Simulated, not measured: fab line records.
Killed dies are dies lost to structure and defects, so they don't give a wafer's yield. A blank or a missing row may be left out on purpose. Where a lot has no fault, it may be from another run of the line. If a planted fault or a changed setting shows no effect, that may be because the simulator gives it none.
fab line records	flow sky130
[record] lots = 5	wafers = 15	last_day = 49
route steps=708 shown METAL3@561 VIA3@573 PAD_OPEN@708
lots that met no fault: taken from a fault-free run of the same line
start_h: hours from the record's opening day to when the first of the lot's shown wafers began	wait_h: hours since the lot's step before	" identical to the entry in the row above	L1.1+2: a single row standing in for several wafers	- value missing, or start not given	* or withheld: withheld	< > ~ a bound
route shown NAME@n: a module of which the file shows steps, and the number in the route of the first	usual: the fault-free wafers' mean and standard deviation	same: alike in all rows	chamber/n: place in a boat	sites: the reading at each site	_std_site: standard deviation across them	_edge_site: inner sites' mean taken away from outer sites' mean	radius_mm: how far each site lies from the wafer's centre	mask NAME#n: copy n	behind: the tool/chamber that last shaped the wafer	hold: cause of the lot's hold/its duration in hours/its outcome	device: which transistor (n, p or np) failed to switch	end of line: tests of these same wafers at the route's end	where a step has no rows: the recipe by itself	killed: at the first sort, the dies lost to defects and structure; wafer yield is something else	map: a wafer's dies, marking killed ones x, the rest . and places with no die _
set.NAME: the setting as run; set.NAME@STEP: as run at that earlier step	model.NAME: the simulator's own value behind a step, which no gauge read
lots at some steps of the route; a table a step, a row a wafer
services: from which hour (start_h, from the record's first day; less than 0 if before it) a tool's chamber was out of use, for how many hours, and why
[[steps]]
[step SKY_METAL3_PEB_11]
[recipe] peb_temp_c = withheld	peb_time_s = withheld	resist = KrF-thick
[step SKY_METAL3_DEVELOP_12]
[recipe] develop_time_s = 60	resist = KrF-thick	dev_temp_c = 21
[step SKY_METAL3_CD_MEAS_13]
[recipe] target_cd_nm = 300
[usual] cd_nm = 299.8/1.6
lot.wafer	tool	chamber	start_h	wait_h	cd_nm
L603.1	cd_sem-02	-	920.98	-	297.7
L603.5	"	-	"	"	298.8
L603.6	"	-	"	"	299.9
L608.2	cd_sem-01	-	949.61	-	299.1
L608.3	"	-	"	"	299.9
L608.6	"	-	"	"	299.0
L612.1	cd_sem-02	-	988.04	-	300.9
L612.3	"	-	"	"	300.1
L612.6	"	-	"	"	300.2
L615.2	cd_sem-01	-	996.65	-	300.4
L615.3	"	-	"	"	300.1
L615.6	"	-	"	"	301.6
L619.3	cd_sem-02	-	1022.68	-	298.3
L619.5	"	-	"	"	299.8
L619.6	"	-	"	"	299.7
[step SKY_METAL3_OVL_MEAS_14]
[usual] METAL3_OVL = 2/7.5
lot.wafer	tool	chamber	start_h	wait_h	METAL3_OVL[nm]
L603.1	overlay-02	-	921.10	0.1	-1
L603.5	"	-	"	"	1
L603.6	"	-	"	"	1
L608.2	overlay-02	-	949.71	0.1	11
L608.3	"	-	"	"	7
L608.6	"	-	"	"	8
L612.1	overlay-01	-	988.16	0.1	7
L612.3	"	-	"	"	2
L612.6	"	-	"	"	-3
L615.2	overlay-02	-	996.75	0.1	6
L615.3	"	-	"	"	5
L615.6	"	-	"	"	2
L619.3	overlay-02	-	1022.77	0.1	-6
L619.5	"	-	"	"	-8
L619.6	"	-	"	"	-15
[step SKY_METAL3_DESCUM_15]
[recipe] chemistry = O2	source_power_w = 150	bias_power_w = 0	pressure_mtorr = 10	temp_c = 40	time_s = 8
[usual] drypump_motor_current_A = 5.8/0.6	oes_product_au = 0.998/0.0068	temp_c = 40.00/0.11
lot.wafer	tool	chamber	start_h	wait_h	drypump_motor_current_A	oes_product_au	rf_hours_counter_h	temp_c
L603.1	rie_metal-02	1	921.13	0.0	6.4	0.999	5	40.06
L603.5	"	0	"	"	5.3	0.992	-	39.90
L603.6	"	1	"	"	6.4	0.993	-	40.04
L608.2	rie_metal-04	1	949.74	0.0	5.9	1.003	13	39.97
L608.3	"	0	"	"	4.7	1.001	-	39.87
L608.6	"	0	"	"	4.7	1.008	-	39.91
L612.1	rie_metal-03	0	988.19	0.0	6.4	0.998	10	39.93
L612.3	"	1	"	"	6.0	1.001	-	39.99
L612.6	"	0	"	"	6.4	0.995	-	40.03
L615.2	rie_metal-03	0	996.78	0.0	6.4	0.988	11	40.15
L615.3	"	0	"	"	6.4	0.995	-	40.03
L615.6	"	0	"	"	6.4	0.990	-	40.07
L619.3	rie_metal-02	1	1022.80	0.0	6.4	0.999	-	40.12
L619.5	"	0	"	"	5.3	0.998	-	40.05
L619.6	"	1	"	"	6.4	1.004	-	40.00
[step SKY_METAL3_ETCH_16]
[recipe] chemistry = N2/H2	target = BARC	ion_energy_ev = 200	bias_w = 100	pressure_mtorr = 30	n2_flow_sccm = 100	h2_flow_sccm = 200	icp_w = 500	stop_on = SiO2	time_s = 88.2	target_depth_a = 600
[usual] drypump_motor_current_A = 5.8/0.59	oes_product_au = 0.625/0.005	throttle_valve_pct = 13.205/0.0099
lot.wafer	tool	chamber	start_h	wait_h	drypump_motor_current_A	oes_product_au	rf_hours_counter_h	throttle_valve_pct
L603.1	rie_metal-02	1	921.16	0.0	6.4	0.634	5	13.204
L603.5	"	0	"	"	5.4	0.619	-	13.210
L603.6	"	1	"	"	6.4	0.627	-	13.220
L608.2	rie_metal-04	1	949.79	0.0	5.9	0.622	13	13.191
L608.3	"	0	"	"	4.7	0.624	-	13.226
L608.6	"	0	"	"	4.7	0.626	-	13.214
L612.1	rie_metal-03	0	988.23	0.0	6.4	0.627	10	13.214
L612.3	"	1	"	"	6.1	0.635	-	13.198
L612.6	"	0	"	"	6.4	0.616	-	13.212
L615.2	rie_metal-03	0	996.81	0.0	6.4	0.624	11	13.206
L615.3	"	0	"	"	6.3	0.615	-	13.194
L615.6	"	0	"	"	6.4	0.625	-	13.188
L619.3	rie_metal-02	1	1022.86	0.0	6.4	0.634	-	13.217
L619.5	"	0	"	"	5.4	0.632	-	13.197
L619.6	"	1	"	"	6.4	0.625	-	13.206
[step SKY_METAL3_ETCH_17]
[recipe] target = SiO2	stop_on = TiN	chemistry = C4F8/O2/Ar	source_w = 1500	bias_w = 1200	pressure_mtorr = 40	c4f8_flow_sccm = withheld	O2_flow_sccm = 6	Ar_flow_sccm = 300	time_s = 3.9	target_depth_a = 150
[usual] oes_product_au = 0.756/0.0068
lot.wafer	tool	chamber	start_h	wait_h	oes_product_au	rf_hours_counter_h
L603.1	rie_diel-01	3	921.26	0.1	0.755	11
L603.5	"	1	"	"	0.756	-
L603.6	"	2	"	"	0.755	-
L608.2	rie_diel-03	2	949.92	0.1	0.752	5
L608.3	"	1	"	"	0.750	7
L608.6	"	0	"	"	0.757	-
L612.1	rie_diel-01	3	988.32	0.1	0.753	12
L612.3	"	1	"	"	0.754	3
L612.6	"	1	"	"	0.765	-
L615.2	rie_diel-02	2	996.91	0.1	0.755	9
L615.3	"	0	"	"	0.759	10
L615.6	"	0	"	"	0.760	-
L619.3	rie_diel-02	3	1022.92	0.0	0.750	0
L619.5	"	0	"	"	0.777	-
L619.6	"	3	"	"	0.768	-
[step SKY_METAL3_METAL_ETCH_18]
[recipe] target_depth_a = 8450	stop_on = SiO2	over_etch_frac = 0.3	time_s = 183.1	chemistry = Cl2/BCl3	resist_sidewall_deg = 88	pressure_mtorr = 10	icp_w = 900	bias_w = 48.5	Cl2_flow_sccm = 60	bcl3_flow_sccm = 30
[step SKY_METAL3_STRIP_19]
[recipe] chemistry = O2/N2	power_w = 1400	pressure_mtorr = 1500	platen_temp_c = withheld	o2_flow_sccm = 3000	n2_flow_sccm = 300	overash_fraction = 0.5
[usual] drypump_motor_current_A = 5.9/0.45	oes_product_au = 0.504/0.0052	strip_time_to_endpoint_s = 6.56/0.054
lot.wafer	tool	chamber	start_h	wait_h	drypump_motor_current_A	oes_product_au	rf_hours_counter_h	strip_time_to_endpoint_s
L603.1	plasma_asher-03	0	921.46	0.1	5.4	0.504	75	6.53
L603.5	"	1	"	"	6.6	0.507	-	6.56
L603.6	"	0	"	"	5.4	0.502	-	6.60
L608.2	plasma_asher-01	0	950.11	0.1	5.6	0.498	19	6.58
L608.3	"	1	"	"	6.0	0.495	-	6.47
L608.6	"	1	"	"	6.0	0.503	-	6.54
L612.1	plasma_asher-01	0	988.52	0.1	5.5	0.505	23	6.60
L612.3	"	1	"	"	6.0	0.503	-	6.60
L612.6	"	1	"	"	6.1	0.509	-	6.59
L615.2	plasma_asher-01	1	997.11	0.1	6.0	0.504	24	6.52
L615.3	"	1	"	"	6.0	0.505	-	6.51
L615.6	"	1	"	"	6.0	0.502	-	6.54
L619.3	plasma_asher-03	1	1023.15	0.1	6.5	0.506	-	6.54
L619.5	"	1	"	"	6.5	0.495	-	6.53
L619.6	"	0	"	"	5.4	0.500	-	6.56
[step SKY_METAL3_STRIP_20]
[recipe] chemistry = post_etch_residue_remover	time_s = 1200	temp_c = 72.5
[step SKY_METAL3_CLEAN_21]
[recipe] chemistry = IPA	time_s = 180	temp_c = 25
[step SKY_METAL3_CLEAN_22]
[recipe] chemistry = O3/DIW	dry = n2_spin
[step SKY_VIA3_HDPCVD_00]
[recipe] material = SiO2	target_thk_nm = 1635	sigma_open_frac = 0.3	time_s = 272.5	temp_c = 400	sih4_flow_sccm = 60	pressure_mtorr = 6
[usual] run_length_s = 300.6/0.32
lot.wafer	tool	chamber	start_h	wait_h	run_length_s	model.SiO2_of_VIA3_HDPCVD_00.thk_nm
L603.1	hdpcvd-01	1	922.06	0.0	300.5	1606
L603.5	"	1	"	"	300.6	1600
L603.6	"	0	"	"	300.5	1642
L608.2	hdpcvd-02	0	950.71	0.0	300.5	1620
L608.3	"	2	"	"	301.0	1603
L608.6	"	1	"	"	301.2	1587
L612.1	hdpcvd-01	2	989.11	0.0	300.3	1657
L612.3	"	0	"	"	300.7	1663
L612.6	"	1	"	"	301.0	1673
L615.2	hdpcvd-02	2	997.71	0.0	300.9	1622
L615.3	"	1	"	"	328.5	1825
L615.6	"	0	"	"	300.3	1642
L619.3	hdpcvd-01	0	1023.71	0.0	300.6	1616
L619.5	"	1	"	"	300.5	1652
L619.6	"	0	"	"	300.6	1615
[step SKY_VIA3_THK_MEAS_01]
[recipe] reads = SiO2_of_VIA3_HDPCVD_00
[usual] VIA3_HDPCVD_THK = 1630/16
lot.wafer	tool	chamber	start_h	wait_h	VIA3_HDPCVD_THK[nm]
L603.1	film_metro-04	-	922.23	0.1	1606
L603.5	"	-	"	"	1601
L603.6	"	-	"	"	1642
L608.2	film_metro-04	-	950.89	0.1	1621
L608.3	"	-	"	"	1603
L608.6	"	-	"	"	1586
L612.1	film_metro-02	-	989.28	0.1	1656
L612.3	"	-	"	"	1662
L612.6	"	-	"	"	1673
L615.2	film_metro-01	-	997.88	0.1	1621
L615.3	"	-	"	"	1824
L615.6	"	-	"	"	1642
L619.3	film_metro-02	-	1023.90	0.1	1616
L619.5	"	-	"	"	1652
L619.6	"	-	"	"	1615
[step SKY_VIA3_CMP_02]
[recipe] material = SiO2	down_force_psi = 4	platen_rpm = 60	pad_velocity_m_s = 0.94248
[usual] motor_current_A = 12.0/1.7	platen_rpm = 60.01/0.04
lot.wafer	tool	chamber	start_h	wait_h	motor_current_A	platen_rpm
L603.1	cmp-02	2	922.34	0.1	15.4	60.00
L603.6	"	1	"	"	12.5	60.04
L603.5	"	2	"	"	14.9	59.93
L608.3	cmp-01	3	950.94	0.0	15.4	59.99
L608.2	"	2	"	"	10.6	60.05
L608.6	"	0	"	"	10.0	59.97
L612.3	cmp-01	1	989.34	0.0	11.5	60.01
L612.1	"	3	"	"	15.2	60.02
L612.6	"	1	"	"	12.0	60.05
L615.3	cmp-01	2	998.03	0.1	11.7	60.03
L615.2	"	3	"	"	14.7	59.98
L615.6	"	1	"	"	12.5	59.97
L619.3	cmp-02	1	1024.04	0.1	12.9	60.05
L619.5	"	3	"	"	10.2	60.03
L619.6	"	0	"	"	11.4	59.98
[step SKY_PAD_OPEN_PROBE_99]
[usual] defect_limited_yield = 82.3/2	killed_at_M0_to_M3 = 43/7.3	killed_at_M4_up = 3.2/1.8	killed_at_contacts = 24/5.8	killed_at_front_end = 16/4.5	killed_at_other = 0.3/0.53	killed_dies = 87/9.9	killed_open = 48/6.8	killed_short = 39/6.9	sort_bin_3_pad_short = 0.8/0.42	sort_bin_5_function = 10.4/1.6	sort_bin_6_memory = 6.4/1.2	sort_n_pass = 405/9.9	sort_yield_pct = 82.3/2
[same] gross_dies = 492	killed_at_back_side = 0	sort_bin_4_leakage[%] = 0	sort_bin_8_speed[%] = 0
lot.wafer	tool	chamber	start_h	wait_h	defect_limited_yield[%]	killed_at_M0_to_M3	killed_at_M4_up	killed_at_contacts	killed_at_front_end	killed_at_other	killed_dies	killed_open	killed_short	sort_bin_3_pad_short[%]	sort_bin_5_function[%]	sort_bin_6_memory[%]	sort_n_pass	sort_yield_pct[%]
L603.1	prober-01	-	1092.89	0.1	84.1	38	0	19	21	0	78	45	33	0.8	8.9	6.1	414	84.1
L603.5	prober-01	-	1093.09	0.2	79.9	46	5	24	23	1	99	48	51	1.2	11.2	7.7	393	79.9
L603.6	prober-01	-	1093.14	0.2	82.9	41	1	24	18	0	84	53	31	0.6	9.3	7.1	408	82.9
L608.3	prober-02	-	1114.82	0.2	85.6	39	5	15	12	0	71	36	35	0.6	9.6	4.3	421	85.6
L615.2	prober-01	-	1153.52	0.1	83.1	38	4	21	19	1	83	43	40	0.6	10.6	5.7	409	83.1
L615.3	prober-01	-	1153.57	0.2	82.1	43	2	26	17	0	88	51	37	1.0	11.0	5.9	404	82.1
L615.6	prober-01	-	1153.72	0.2	80.9	40	2	35	17	0	94	52	42	1.2	9.6	8.3	398	80.9
// killed by level:class
L603.1 VIA1:geometric_particle:open=11 CONTACT:geometric_particle:open=10 FIELD_ISO:geometric_particle:short=7 LI_CONTACT:geometric_particle:open=5 METAL1:geometric_particle:short=5 VIA1:geometric_particle:short=5 METAL2:geometric_particle:short=5 FIELD_ISO:geometric_particle:open=4
L603.5 VIA2:geometric_particle:open=10 VIA1:geometric_particle:open=9 FIELD_ISO:geometric_particle:short=7 LI_CONTACT:geometric_particle:open=7 VIA1:geometric_particle:short=6 CONTACT:geometric_particle:open=5 VIA3:geometric_particle:short=5 POLY_GATE:geometric_particle:short=4
L603.6 VIA1:geometric_particle:open=12 CONTACT:geometric_particle:open=8 VIA2:geometric_particle:open=6 VIA3:geometric_particle:open=6 FIELD_ISO:geometric_particle:open=5 POLY_GATE:geometric_particle:short=5 POLY_GATE:geometric_particle:open=5 LI_CONTACT:geometric_particle:open=5
L608.3 VIA1:geometric_particle:short=9 CONTACT:geometric_particle:open=8 VIA3:geometric_particle:open=7 VIA2:geometric_particle:open=7 VIA1:geometric_particle:open=4 METAL4:geometric_particle:short=4 FIELD_ISO:geometric_particle:short=3 SPACER:geometric_particle:short=3
L615.2 FIELD_ISO:geometric_particle:short=7 LI_CONTACT:geometric_particle:open=7 VIA1:geometric_particle:open=7 VIA2:geometric_particle:open=7 FIELD_ISO:geometric_particle:open=6 CONTACT:geometric_particle:open=6 VIA1:geometric_particle:short=5 METAL2:geometric_particle:short=5
L615.3 LI_CONTACT:geometric_particle:open=12 VIA2:geometric_particle:open=11 VIA1:geometric_particle:open=9 VIA3:geometric_particle:open=5 METAL2:geometric_particle:short=5 CONTACT:geometric_particle:short=5 CONTACT:geometric_particle:open=5 VIA1:geometric_particle:short=5
L615.6 LI_CONTACT:geometric_particle:open=15 FIELD_ISO:geometric_particle:short=7 VIA1:geometric_particle:open=7 LOCAL_INTERCONNECT:geometric_particle:short=6 CONTACT:geometric_particle:open=6 VIA2:geometric_particle:short=6 FIELD_ISO:geometric_particle:open=5 CONTACT:geometric_particle:short=4
[[services]]
tool	chamber	start_h	hours	kind
cmp-01	-	912.00	4.0	pm
cmp-01	-	916.00	-	consumable_replace:conditioner
cmp-01	-	916.00	-	consumable_replace:pad
rie_metal-04	-	919.38	0.6	repair
cmp-01	-	923.52	1.3	repair
rie_diel-03	0	927.88	3.5	repair
hdpcvd-01	-	950.25	15.0	pm
hdpcvd-01	0	950.25	15.0	vent_cycle
hdpcvd-01	1	950.25	15.0	vent_cycle
hdpcvd-01	2	950.25	15.0	vent_cycle
hdpcvd-01	0	965.25	-	clean
hdpcvd-01	1	965.25	-	clean
hdpcvd-01	2	965.25	-	clean
cmp-01	-	970.87	0.7	repair
hdpcvd-02	-	972.63	14.6	pm
rie_metal-04	-	981.89	0.3	repair
cmp-02	-	982.27	5.7	repair
cmp-02	-	985.78	0.9	repair
rie_diel-02	3	988.49	2.6	repair
rie_diel-01	-	991.22	2.8	pm
rie_diel-03	3	992.40	1.3	repair
cmp-01	-	1000.58	7.5	pm
rie_diel-02	1	1013.53	10.8	repair
rie_diel-03	-	1021.90	2.8	pm
[[key]]
[first_sign] step = SKY_VIA3_HDPCVD_00	reading = run_length_s	direction = up	sigmas = 88	usual = *	struck = *
[effect] step = SKY_VIA3_THK_MEAS_01	reading = VIA3_HDPCVD_THK	direction = up	sigmas = 12	usual = 1630	struck = 1824
[model_effect] step = SKY_VIA3_HDPCVD_00	value = SiO2_of_VIA3_HDPCVD_00.thk_nm	without = 1655	struck = 1825
met_at SKY_VIA3_HDPCVD_00
struck_wafers L615.3
onset_between 950.71 997.71
[fault] kind = process_parameter_drift	tool = hdpcvd-02	chamber = -	onset_h = 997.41	steps = SKY_VIA3_HDPCVD_00	channel = time_s	offset = *	shape = step	end_h = 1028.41	scope = struck_wafers_only	acts_in = *	stated = *
